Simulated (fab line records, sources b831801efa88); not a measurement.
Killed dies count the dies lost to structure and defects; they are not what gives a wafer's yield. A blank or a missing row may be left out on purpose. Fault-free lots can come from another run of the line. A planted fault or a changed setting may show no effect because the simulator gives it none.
A struck lot beside a sound one || flow sky130 || 32 steps out of a route of 708
Sound: these wafers, L779.1, L779.2, L779.3. The struck wafers were L781.1, L781.2, L781.4. The cause is named last.
For every step that has rows: the tool of each side, followed by ch and its chambers, followed by its first start. Under that, the readings that differ: sound wafers || struck wafers || difference of the means || sigmas: that difference in standard deviations of wafers without a fault.
alike: readings whose means differ by less than 2 such deviations, and words and numbers that are the same on both sides. not compared: withheld readings, readings that some wafer has no value for, bounds like >300 that may hide the same value, and numbers for which the record gives no deviation and whose values overlap.
The two part at a step that has a row with sigmas, a row that says differs or no value, or rows on one side only. Numbers that have no deviation but don't overlap get no sigmas and don't part them. A reading missing from all wafers of one side parts the sides only when that side holds two or more wafers.

first, 5 steps without rows for these wafers: SKY_CONTACT_ETCH_18 (etches Si3N4 in CHF3/O2, stops on TiN, time 39 s, target depth 75 nm); SKY_CONTACT_STRIP_19 (strips in O2/N2); SKY_CONTACT_STRIP_20 (strips in post etch residue remover, time 1200 s); SKY_CONTACT_CLEAN_21 (cleans in IPA, time 180 s); SKY_CONTACT_CLEAN_22 (cleans in O3/DIW).
SKY_CONTACT_SPUTTER_23: material TiN, target thk 20 nm, time 80 s.
  sound on pvd_sputter-02, day 34 10:51; struck on pvd_sputter-04, day 34 23:00
  alike: chamber_pressure_pa, throttle_valve_pct
SKY_CONTACT_CVD_24: deposits W, target thk 340 nm, time 102.12 s.
  sound on cvd_w-01 ch 0,1, day 34 10:55; struck on cvd_w-02 ch 0,1, day 34 23:04
{"reading": "heater_power_w (W)", "sound": "910 864 913", "struck": "726 750 714", "difference": -166, "sigmas": -2}
  alike: chamber_pressure_Torr
  not compared: since_wet_clean_h
SKY_CONTACT_RS_MEAS_25: measurement is done with a four-point probe.
  sound on film_metro-03, day 34 11:01; struck on film_metro-01, day 34 23:11
  alike: CONTACT_W_RS
SKY_CONTACT_THK_MEAS_26: measures by xrf.
  sound on film_metro-03, day 34 11:08; struck on film_metro-01, day 34 23:18
  alike: CONTACT_W_THK
SKY_CONTACT_CMP_27: polishes, stops on SiO2, t overpolish 15 s, target thk 0 nm.
  sound on cmp-02 ch 0,1,3, day 34 11:15; struck on cmp-01 ch 0,2,3, day 34 23:22
  alike: head_pressure_psi, motor_current_A, overpolish_run_s, retaining_ring_pressure_frac, slurry_flow_ml_min, time_to_endpoint_s
then, 2 steps without rows for these wafers: SKY_METAL1_SPUTTER_00 (material Ti, target thk 15 nm, time 10 s); SKY_METAL1_SPUTTER_01 (material TiN, target thk 20 nm, time 16.7 s).
SKY_METAL1_SPUTTER_02: material AlCu, target thk 250 nm, time 13.3 s.
  sound on pvd_sputter-03, day 34 11:33; struck on pvd_sputter-01, day 34 23:42
{"reading": "chamber_pressure_pa (Pa)", "sound": "0.4001 0.4000 0.3996", "struck": "0.3429 0.3432 0.3421", "difference": -0.0572, "sigmas": -68}
{"reading": "throttle_valve_pct (%)", "sound": "30.9 30.3 29.3", "struck": "33.5 33.3 33.5", "difference": "+3.3", "sigmas": "+6"}
{"reading": "model.AlCu_of_METAL1_SPUTTER_02.thk_nm (nm)", "sound": "246.9 244.5 246.8", "struck": "256.4 258.9 257.8", "difference": "+11.6", "sigmas": ""}
then, 1 step without rows for these wafers: SKY_METAL1_SPUTTER_03 (material Ti, target thk 5 nm, time 3.3 s).
SKY_METAL1_SPUTTER_04: material TiN, target thk 70 nm, time 58.3 s.
  sound on pvd_sputter-03, day 34 11:35; struck on pvd_sputter-01, day 34 23:45
  alike: chamber_pressure_pa, throttle_valve_pct
SKY_METAL1_RS_MEAS_05: measurement is done with a four-point probe.
  sound on film_metro-02, day 34 11:38; struck on film_metro-03, day 34 23:47
{"reading": "METAL1_ALCU_RS (ohm/sq)", "sound": "0.1282 0.1293 0.1284", "struck": "0.1227 0.1211 0.1215", "difference": -0.0069, "sigmas": -6}
SKY_METAL1_THK_MEAS_06: measures by xrf.
  sound on film_metro-02, day 34 11:46; struck on film_metro-03, day 34 23:55
{"reading": "METAL1_ALCU_THK (nm)", "sound": "243.0 242.2 244.4", "struck": "253.5 255.9 253.8", "difference": "+11.2", "sigmas": "+4"}
then, 8 steps without rows for these wafers: SKY_METAL1_DEHYDRATE_07 (time 60 s); SKY_METAL1_HMDS_08 (prime time 60 s); SKY_METAL1_COAT_09 (resist thk 60 nm); SKY_METAL1_COAT_10 (resist thk 450 nm); SKY_METAL1_SOFTBAKE_11 (time 90 s); SKY_METAL1_EXPOSE_12 (exposes mask MM1, target cd 140 nm); SKY_METAL1_PEB_13; SKY_METAL1_DEVELOP_14 (develop time 60 s).
SKY_METAL1_CD_MEAS_15: target cd 140 nm.
  sound on cd_sem-02, day 35 13:52; struck on cd_sem-01, day 36 02:02
  alike: cd_nm
SKY_METAL1_OVL_MEAS_16:
  sound on overlay-01, day 35 13:59; struck on overlay-01, day 36 02:09
  alike: METAL1_OVL
SKY_METAL1_DESCUM_17: chemistry O2, time 8 s.
  sound on rie_metal-03 ch 0, day 35 14:01; struck on rie_metal-02 ch 0,1, day 36 02:11
  alike: drypump_motor_current_A, oes_product_au
  not compared: rf_hours_counter_h
then, 1 step without rows for these wafers: SKY_METAL1_ETCH_18 (etches BARC in N2/H2, stops on SiO2, time 45.9 s, target depth 60 nm).
SKY_METAL1_METAL_ETCH_19: etches the open film in Cl2/BCl3, stops on SiO2, target depth 360 nm, time 78 s.
  sound on rie_metal-03 ch 0, day 35 14:13; struck on rie_metal-02 ch 0,1, day 36 02:17
  alike: drypump_motor_current_A, oes_product_au, throttle_valve_pct
  not compared: rf_hours_counter_h, model.etch.depth_nm, model.METAL1.feature_depth_nm
then, 1 step without rows for these wafers: SKY_METAL1_STRIP_20 (strips in O2/N2).
-- the record jumps here: 12 days lie between the struck wafers' starts before and after (it left off in module METAL1 and takes up again in module PAD_OPEN, whose first step shown is number 708 of the route) --
SKY_PAD_OPEN_PROBE_99:
  sound on prober-02, day 47 22:59; struck on prober-02, day 48 08:09
{"reading": "model.etest.met1.rs_ohm_sq", "sound": "0.1307 0.131 0.13", "struck": "0.1247 0.1239 0.1233", "difference": -0.0066, "sigmas": ""}
  alike: defect_limited_yield, killed_at_M0_to_M3, killed_at_M4_up, killed_at_contacts, killed_at_front_end, killed_at_other, killed_dies, killed_open, killed_short, sort_bin_3_pad_short, sort_bin_5_function, sort_bin_6_memory, sort_n_pass, sort_yield_pct

## WHERE THEY PART
At SKY_CONTACT_CVD_24 first; at SKY_METAL1_THK_MEAS_06 last (within this record only). Later steps at which nothing parts them and some readings are alike: SKY_METAL1_CD_MEAS_15, SKY_METAL1_OVL_MEAS_16, SKY_METAL1_DESCUM_17, SKY_METAL1_METAL_ETCH_19, SKY_PAD_OPEN_PROBE_99.

WHY: whatever the simulator had introduced
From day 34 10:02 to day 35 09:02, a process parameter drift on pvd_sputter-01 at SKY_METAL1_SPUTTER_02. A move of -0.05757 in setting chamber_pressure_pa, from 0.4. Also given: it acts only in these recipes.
